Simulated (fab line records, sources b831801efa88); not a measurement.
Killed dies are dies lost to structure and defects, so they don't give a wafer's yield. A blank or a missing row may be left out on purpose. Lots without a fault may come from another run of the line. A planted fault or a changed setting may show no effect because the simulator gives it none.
Chamber matching | flow sky130 | SKY_VIA1_CMP_02 on cmp-01: 4 sister chambers
The step polishes SiO2. 22 wafers are shown with their chamber, then 11 later ones without.

WAFERS WITH THEIR CHAMBER
wafer  | chamber | motor_current_A (A) | retaining_ring_pressure_frac
L076.2 | 1       | 10.4                | 1.010
L076.3 | 3       | 13.0                | 0.988
L076.6 | 3       | 12.3                | 0.995
L079.1 | 1       | 10.1                | 0.997
L079.2 | 2       | 13.1                | 0.996
L079.4 | 3       | 12.5                | 1.005
L080.1 | 2       | 13.4                | 0.994
L080.4 | 1       | 10.6                | 1.001
L080.5 | 2       | 12.7                | 0.992
L084.3 | 3       | 12.9                | 1.006
L084.4 | 0       | 12.5                | 1.002
L084.5 | 0       | 12.4                | 1.000
L083.2 | 1       | 10.6                | 0.998
L083.4 | 2       | 13.5                | 0.996
L083.5 | 1       | 10.7                | 1.002
L086.1 | 0       | 12.9                | 0.994
L086.2 | 2       | 13.2                | 0.992
L086.6 | 0       | 12.0                | 1.007
L092.1 | 3       | 11.8                | 0.998
L092.3 | 1       | 10.8                | 0.998
L092.5 | 2       | 13.4                | 1.009
L093.2 | 0       | 12.3                | 1.003

SIGNATURES (means of the wafers above)
reading                      | chamber 0 | chamber 1 | chamber 2 | chamber 3 | scatter within a chamber
motor_current_A              | 12.420    | 10.533    | 13.217    | 12.500    | 0.342
retaining_ring_pressure_frac | 1.00120   | 1.00100   | 0.99650   | 0.99840   | 0.00592
Rule: a wafer's distance from a chamber is the root of the sum, over the readings, of the square of ((its reading less the chamber's mean) divided by the reading's scatter). The wafer belongs to the nearest chamber; if the next one is less than 2 further off, it can't be placed. The scatter: the root of (the sum of the squares of (reading less its chamber's mean) over the shown wafers, divided by (wafers less chambers)).

WAFERS WITHOUT THEIR CHAMBER
wafer  | motor_current_A (A) | retaining_ring_pressure_frac
L093.3 | 13.0                | 0.999
L093.5 | 13.4                | 1.008
L095.2 | 13.2                | 1.003
L095.3 | 10.7                | 1.003
L095.6 | 10.6                | 1.003
L096.2 | 14.3                | 1.008
L096.4 | 13.1                | 1.013
L096.5 | 10.3                | 1.003
L097.2 | 12.2                | 1.007
L097.3 | 12.4                | 1.003
L097.4 | 13.7                | 1.002

WHICH CHAMBER EACH WENT THROUGH
wafer  | from the rows above          | in truth
L093.3 | can't be placed: 2 or 3 or 0 | 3
L093.5 | can't be placed: 2 or 0 or 3 | 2
L095.2 | can't be placed: 2 or 3 or 0 | 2
L095.3 | 1                            | 1
L095.6 | 1                            | 1
L096.2 | can't be placed: 2 or 3 or 0 | 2
L096.4 | can't be placed: 2 or 0 or 3 | 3
L096.5 | 1                            | 1
L097.2 | can't be placed: 0 or 3      | 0
L097.3 | can't be placed: 0 or 3      | 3
L097.4 | can't be placed: 2 or 3      | 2
Placed correctly: 3 of 11. Can't be placed from these rows: 8 (the true chamber is among the candidates in 8). Placed wrongly: 0.
